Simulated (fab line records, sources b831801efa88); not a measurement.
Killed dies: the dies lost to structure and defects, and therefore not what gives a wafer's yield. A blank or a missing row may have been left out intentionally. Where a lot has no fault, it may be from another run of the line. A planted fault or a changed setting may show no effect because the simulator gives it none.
Tool commonality check    flow gf180mcu    13 lots and 39 wafers in the sample

== REASON FOR OPENING ==
GF_MVSD_TW_MEAS_11, reading MVSD_TW: flagged on 1 of 13 lots. Fault-free wafers read 1573, with a standard deviation of 20.
Rule: a lot is flagged when every wafer of it that has a number lies more than 4 standard deviations from that mean, or none has a number. All remaining lots are regarded as sound.

lot   measured     on             MVSD_TW, wafer by wafer  flag
L615  day 4 09:44  film-metro-03  1589 1593 1590           
L616  day 4 13:58  film-metro-04  1576 1574 1583           
L617  day 4 18:40  film-metro-03  1589 1585 1584           
L619  day 5 11:52  film-metro-03  1585 1587 1580           
L618  day 5 12:35  film-metro-03  1578 1578 1583           
L620  day 5 21:42  film-metro-04  1568 1572 1580           
L621  day 6 09:26  film-metro-04  1575 1577 1572           
L623  day 6 15:16  film-metro-01  1551 1543 1553           
L622  day 6 15:38  film-metro-01  1551 1547 1553           
L625  day 7 05:57  film-metro-03  1586 1590 1589           
L626  day 7 08:16  film-metro-03  1584 1605 1591           
L630  day 8 04:22  film-metro-01  29 29 29                 FLAGGED
L636  day 9 12:25  film-metro-01  1536 1545 1541           
The numbers of the flagged lots are 29 on average: -1544 against the usual, or -77 standard deviations.

== LOT BY LOT: THE TOOL USED ==
The record holds 3 process steps before the reading, out of a route of 602 steps. Every cell lists first the tool, next ch and the chambers used by the sampled wafers, and last the start.
lot   flag     GF_DNWELL_STRIP_08                   GF_LVPWELL_STRIP_10                  GF_MVSD_STRIP_10
L615           plasma-asher-03 ch 0,1, day 2 19:24  plasma-asher-04 ch 0,1, day 3 20:31  plasma-asher-02 ch 0,1, day 4 09:38
L616           plasma-asher-04 ch 0,1, day 2 23:32  plasma-asher-02 ch 0,1, day 4 00:50  plasma-asher-02 ch 0,1, day 4 13:52
L617           plasma-asher-01 ch 0,1, day 3 04:15  plasma-asher-04 ch 0,1, day 4 05:23  plasma-asher-03 ch 0,1, day 4 18:34
L619           plasma-asher-04 ch 0,1, day 3 19:52  plasma-asher-02 ch 0,1, day 4 21:14  plasma-asher-04 ch 0,1, day 5 11:46
L618           plasma-asher-03 ch 0,1, day 3 19:59  plasma-asher-01 ch 0,1, day 4 21:59  plasma-asher-02 ch 0,1, day 5 12:29
L620           plasma-asher-01 ch 0,1, day 4 04:13  plasma-asher-04 ch 0,1, day 5 07:17  plasma-asher-02 ch 0,1, day 5 21:35
L621           plasma-asher-03 ch 0,1, day 4 13:25  plasma-asher-01 ch 0,1, day 5 18:29  plasma-asher-02 ch 0,1, day 6 09:20
L623           plasma-asher-01 ch 0,1, day 4 18:42  plasma-asher-04 ch 0,1, day 5 23:52  plasma-asher-04 ch 1, day 6 15:10
L622           plasma-asher-03 ch 0, day 4 18:49    plasma-asher-01 ch 0,1, day 6 00:23  plasma-asher-02 ch 0,1, day 6 15:32
L625           plasma-asher-04 ch 0,1, day 5 08:16  plasma-asher-04 ch 0,1, day 6 14:26  plasma-asher-04 ch 0,1, day 7 05:50
L626           plasma-asher-01 ch 0,1, day 5 09:51  plasma-asher-02 ch 0,1, day 6 16:20  plasma-asher-03 ch 0,1, day 7 08:10
L630  FLAGGED  plasma-asher-04 ch 0,1, day 6 05:39  plasma-asher-04 ch 0,1, day 7 12:20  plasma-asher-03 ch 0,1, day 8 04:15
L636           plasma-asher-04 ch 0,1, day 7 10:04  plasma-asher-02 ch 1, day 8 19:20    plasma-asher-03 ch 0,1, day 9 12:19
These steps, and what they do:
- GF_DNWELL_STRIP_08: strips in O2/N2.
- GF_LVPWELL_STRIP_10: strips in O2/N2.
- GF_MVSD_STRIP_10: strips in O2/N2.
- GF_MVSD_TW_MEAS_11

== FLAGGED AGAINST TOTAL, ONE TOOL AT A TIME (gauges that did the reading follow at the end) ==
step                 tool             lots run  flagged  share of the flagged lots  sound lots run after its first flagged lot
GF_DNWELL_STRIP_08   plasma-asher-01  4         0        none                       -
GF_DNWELL_STRIP_08   plasma-asher-03  4         0        none                       -
GF_DNWELL_STRIP_08   plasma-asher-04  5         1        all                        1 (L636)
GF_LVPWELL_STRIP_10  plasma-asher-01  3         0        none                       -
GF_LVPWELL_STRIP_10  plasma-asher-02  4         0        none                       -
GF_LVPWELL_STRIP_10  plasma-asher-04  6         1        all                        0
GF_MVSD_STRIP_10     plasma-asher-02  6         0        none                       -
GF_MVSD_STRIP_10     plasma-asher-03  4         1        all                        1 (L636)
GF_MVSD_STRIP_10     plasma-asher-04  3         0        none                       -
GF_MVSD_TW_MEAS_11   film-metro-01    4         1        all                        1 (L636)
GF_MVSD_TW_MEAS_11   film-metro-03    6         0        none                       -
GF_MVSD_TW_MEAS_11   film-metro-04    3         0        none                       -

== WHAT THE TABLE PERMITS ==
4 rows of the table ran every flagged lot: plasma-asher-04 at GF_DNWELL_STRIP_08, plasma-asher-04 at GF_LVPWELL_STRIP_10, plasma-asher-03 at GF_MVSD_STRIP_10, film-metro-01 at GF_MVSD_TW_MEAS_11.
- plasma-asher-04 at GF_DNWELL_STRIP_08 ran 5 lots, 1 of them flagged. Sound lots followed the first flagged one (L636) on it, something a lasting fault affecting the whole tool could not allow.
- plasma-asher-04 at GF_LVPWELL_STRIP_10 ran 6 lots, 1 of them flagged. A fault beginning between L625 (day 6 14:26), its last sound lot, and L630 (day 7 12:20), its first flagged one, fits the data. Its own readings (oes-product-au) fall more than 4 standard deviations out on all wafers of the flagged lots.
- plasma-asher-03 at GF_MVSD_STRIP_10 ran 4 lots, 1 of them flagged. Sound lots followed the first flagged one (L636) on it, something a lasting fault affecting the whole tool could not allow. Its own readings (strip-time-to-endpoint-s) fall more than 4 standard deviations out on all wafers of the flagged lots.
- film-metro-01 at GF_MVSD_TW_MEAS_11 ran 4 lots, 1 of them flagged. Sound lots followed the first flagged one (L636) on it, something a lasting fault affecting the whole tool could not allow.
Just one tool remains: plasma-asher-04 at GF_LVPWELL_STRIP_10.

== WHAT HAD BEEN PUT IN BY THE SIMULATOR ==
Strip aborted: plasma-asher-04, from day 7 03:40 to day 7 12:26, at GF_LVPWELL_STRIP_10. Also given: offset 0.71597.
Struck lots among those shown: L630. The rule above found the same.
